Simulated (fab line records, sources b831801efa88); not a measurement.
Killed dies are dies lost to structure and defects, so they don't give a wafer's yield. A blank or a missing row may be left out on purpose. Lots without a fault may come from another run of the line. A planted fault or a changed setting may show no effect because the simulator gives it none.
Which tool did it? | flow sky130 | 6 lots, 18 wafers sampled, at 2 steps of a route of 708

WHAT THE GAUGES READ, wafer by wafer
SKY_LDD_HVP_TW_MEAS_10.
lot  | measured     | on            | LDD_HVP_TW
L678 | day 22 17:29 | film_metro-04 | 461 458 461
L680 | day 23 18:19 | film_metro-01 | 455 454 455
L684 | day 24 20:32 | film_metro-03 | 412 411 412 410 412 414
L687 | day 26 04:45 | film_metro-03 | 460 461 460
L694 | day 28 09:14 | film_metro-03 | 460 461 463
L697 | day 29 02:01 | film_metro-03 | 456 458 459

WHICH TOOL RAN EACH LOT (tool, then ch and the chambers of the sampled wafers, then the start)
lot  | SKY_LDD_HVP_IMPLANT_08
L678 | implanter-04 ch 0, day 22 17:15
L680 | implanter-02 ch 0, day 23 18:05
L684 | implanter-02 ch 0, day 24 20:18
L687 | implanter-04 ch 0, day 26 04:31
L694 | implanter-03 ch 0, day 28 09:01
L697 | implanter-02 ch 0, day 29 01:46
- SKY_LDD_HVP_IMPLANT_08

THE ANSWER, worked out from the rows above alone
Rule: what is usual is taken from the lots themselves. Put in order of their means at a reading, lots are off if they are a third of the lots or fewer, leave a main group of 4 or more, and stand apart from it by a gap of 3 or more times the standard deviation of the main group's means; of several such gaps the widest counts. A main group whose means are all the same, to the digits that the tables above print for the reading, isn't used. A lot without any number at a reading at which 4 lots or more have one is off too. The other lots that the step has rows for count as sound.
Off: L684, at SKY_LDD_HVP_TW_MEAS_10 (LDD_HVP_TW). The main group: mean 459, standard deviation 2.4.
A tool fits if, at a process step before that reading, it ran every lot that is off, and no sound lot after the first of them. The gauges at SKY_LDD_HVP_TW_MEAS_10 are tried like those tools. None of those tried fits.

WHAT THE SIMULATOR HAD PUT IN
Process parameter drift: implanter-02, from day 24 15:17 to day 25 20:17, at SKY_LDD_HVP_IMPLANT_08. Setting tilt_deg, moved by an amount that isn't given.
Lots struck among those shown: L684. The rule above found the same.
